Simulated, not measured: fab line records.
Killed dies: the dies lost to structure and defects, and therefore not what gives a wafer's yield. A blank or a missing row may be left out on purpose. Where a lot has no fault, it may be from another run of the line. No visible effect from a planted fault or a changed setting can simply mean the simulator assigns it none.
What tool caused it?	flow gf180mcu	6 lots with 18 wafers sampled at 3 steps, on a route of 602 steps

== WHAT THE GAUGES READ, wafer by wafer ==
GF_V2_THK_MEAS_03.
lot	measured	on	V2_CVD_02_THK (nm)
L356	day 19 03:54	film_metro-04	854 836 862
L359	day 20 19:05	film_metro-01	625 836 626
L369	day 24 10:49	film_metro-03	853 836 856
L371	day 25 07:35	film_metro-01	841 851 854
L374	day 25 23:54	film_metro-03	865 856 847
L378	day 27 01:59	film_metro-04	847 842 856

== WHICH TOOL RAN EACH LOT (tool, then ch and the chambers of the sampled wafers, then the start) ==
lot	GF_V1_ETCH_17	GF_V2_CVD_02
L356	rie_diel-01 ch 0,1,3, day 19 03:50 or earlier	pecvd-03 ch 0,1,2, day 19 03:50
L359	rie_diel-02 ch 0,2,3, day 20 19:01 or earlier	pecvd-03 ch 0,1,2, day 20 19:01
L369	rie_diel-01 ch 2,3, day 24 10:45 or earlier	pecvd-03 ch 0,1, day 24 10:45
L371	rie_diel-02 ch 0,1,2, day 25 07:30 or earlier	pecvd-01 ch 1,2, day 25 07:30
L374	rie_diel-03 ch 0,1,2, day 25 23:50 or earlier	pecvd-03 ch 0,1,2, day 25 23:50
L378	rie_diel-02 ch 0,1,3, day 27 01:55 or earlier	pecvd-02 ch 0,2, day 27 01:55
- GF_V1_ETCH_17: etches SiO2 in C4F8/O2/Ar, stops on TiN, target depth 630 nm.
- GF_V2_CVD_02: deposits SiO2 from TEOS, target thk 850 nm, time 94.851 s.

== THE ANSWER, worked out from the rows above alone ==
Rule: usual is defined by the lots themselves. Put in order of their means at a reading, lots are off if they are a third of the lots or fewer, leave a main group of 4 or more, and stand apart from it by a gap of 3 or more times the standard deviation of the main group's means; of several such gaps the widest counts. A main group whose means are all the same, to the digits that the tables above print for the reading, isn't used. Also off: a lot with no number at a reading for which 4 or more lots have one. All remaining lots with rows at the step are treated as sound.
Off: L359, at GF_V2_THK_MEAS_03 (V2_CVD_02_THK). For the main group the mean is 850 nm and the standard deviation 2.9.
A tool fits if, at a process step before that reading, it ran every lot that is off, and no sound lot after the first of them. The gauges at GF_V2_THK_MEAS_03 are tried like those tools. GF_V1_ETCH_17: start missing for some lots; hours and lot order therefore follow GF_V2_CVD_02. Of those tried, none fits.

== WHAT THE SIMULATOR HAD INSERTED ==
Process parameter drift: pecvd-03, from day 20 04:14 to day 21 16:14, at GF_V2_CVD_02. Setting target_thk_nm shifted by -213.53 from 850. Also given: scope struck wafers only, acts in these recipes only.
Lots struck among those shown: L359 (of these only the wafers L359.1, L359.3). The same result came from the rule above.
